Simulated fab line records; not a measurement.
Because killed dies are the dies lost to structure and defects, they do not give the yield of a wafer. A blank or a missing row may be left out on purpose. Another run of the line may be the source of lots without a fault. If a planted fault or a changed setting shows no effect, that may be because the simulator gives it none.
Which tool is to blame? / flow gf180mcu / at 1 step of a route of 602, 7 lots with 21 wafers sampled

WHAT EACH GAUGE READ, for each wafer
GF_STI_THK_MEAS_24.
lot=L663; measured=day 2 08:47; on=film metro-04; STI_CVD_23_THK (nm)=647 657 647
lot=L665; measured=day 2 18:35; on=film metro-04; STI_CVD_23_THK (nm)=655 653 650
lot=L667; measured=day 3 06:29; on=film metro-03; STI_CVD_23_THK (nm)=652 660 651
lot=L670; measured=day 3 22:43; on=film metro-03; STI_CVD_23_THK (nm)=657 659 657
lot=L678; measured=day 5 15:56; on=film metro-02; STI_CVD_23_THK (nm)=656 647 653
lot=L682; measured=day 6 12:20; on=film metro-03; STI_CVD_23_THK (nm)=654 652 660
lot=L685; measured=day 7 02:34; on=film metro-04; STI_CVD_23_THK (nm)=650 651 651

EACH LOT AND THE TOOL THAT RAN IT (in order: tool; ch and the chambers of the sampled wafers; start)
No process step before these readings appears in the record.

THE ANSWER, worked out from the rows above alone
Rule: the usual values come from the lots themselves. Put in order of their means at a reading, lots are off if they are a third of the lots or fewer, leave a main group of 4 or more, and stand apart from it by a gap of 3 or more times the standard deviation of the main group's means; of several such gaps the widest counts. A main group whose means are all the same, to the digits that the tables above print for the reading, isn't used. A lot without any number at a reading at which 4 lots or more have one is off too. Any other lot the step has rows for is counted as sound.
No lot is off on any of the readings shown, so nothing can be concluded from this.

WHAT THE SIMULATOR HAD INSERTED
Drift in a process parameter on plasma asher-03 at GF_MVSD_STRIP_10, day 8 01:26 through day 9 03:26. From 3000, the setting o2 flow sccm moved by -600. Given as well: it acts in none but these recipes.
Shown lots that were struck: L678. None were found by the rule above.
